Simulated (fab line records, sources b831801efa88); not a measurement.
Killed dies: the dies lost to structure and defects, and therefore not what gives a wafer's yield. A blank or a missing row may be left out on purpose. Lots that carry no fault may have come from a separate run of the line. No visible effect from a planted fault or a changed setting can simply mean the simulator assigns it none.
Chamber matching | flow gf180mcu | GF_V1_CVD_02 on pecvd-02: 3 sister chambers
The step deposits SiO2 from TEOS, target thk 850 nm, time 94.851 s. 3 wafers are shown with their chamber, then 7 later ones without.

WAFERS WITH THEIR CHAMBER
wafer  | chamber | heaterPowerW (W)
L992.1 | 1       | 788
L994.2 | 0       | 838
L994.3 | 2       | 731

WAFERS MISSING THEIR CHAMBER
wafer  | heaterPowerW (W)
L994.4 | 595
L996.1 | 739
L996.2 | 863
L996.4 | 593
L997.1 | 634
L997.2 | 828
L997.3 | 870

WHICH CHAMBER EACH ONE RAN IN
wafer  | from the rows above          | in truth
L994.4 | can't be placed: 2 or 1 or 0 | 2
L996.1 | can't be placed: 2 or 1 or 0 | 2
L996.2 | can't be placed: 0 or 1 or 2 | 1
L996.4 | can't be placed: 2 or 1 or 0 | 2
L997.1 | can't be placed: 2 or 1 or 0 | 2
L997.2 | can't be placed: 0 or 1 or 2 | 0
L997.3 | can't be placed: 0 or 1 or 2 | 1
Correct placement for 0 of the 7. Can't be placed from these rows: 7 (the true chamber is among the candidates in 7). Number placed wrongly: 0.
How it was worked out, from the rows above alone: a wafer's distance from a chamber is the root of the sum, over the readings, of the square of ((its reading less the chamber's mean) divided by the reading's scatter). The wafer belongs to the nearest chamber; if the next one is less than 2 further off, it can't be placed. A chamber's mean is the mean of its shown wafers. The scatter: with one shown wafer a chamber, the root of the mean of the squares of how far each hidden wafer lies from its nearest shown one.
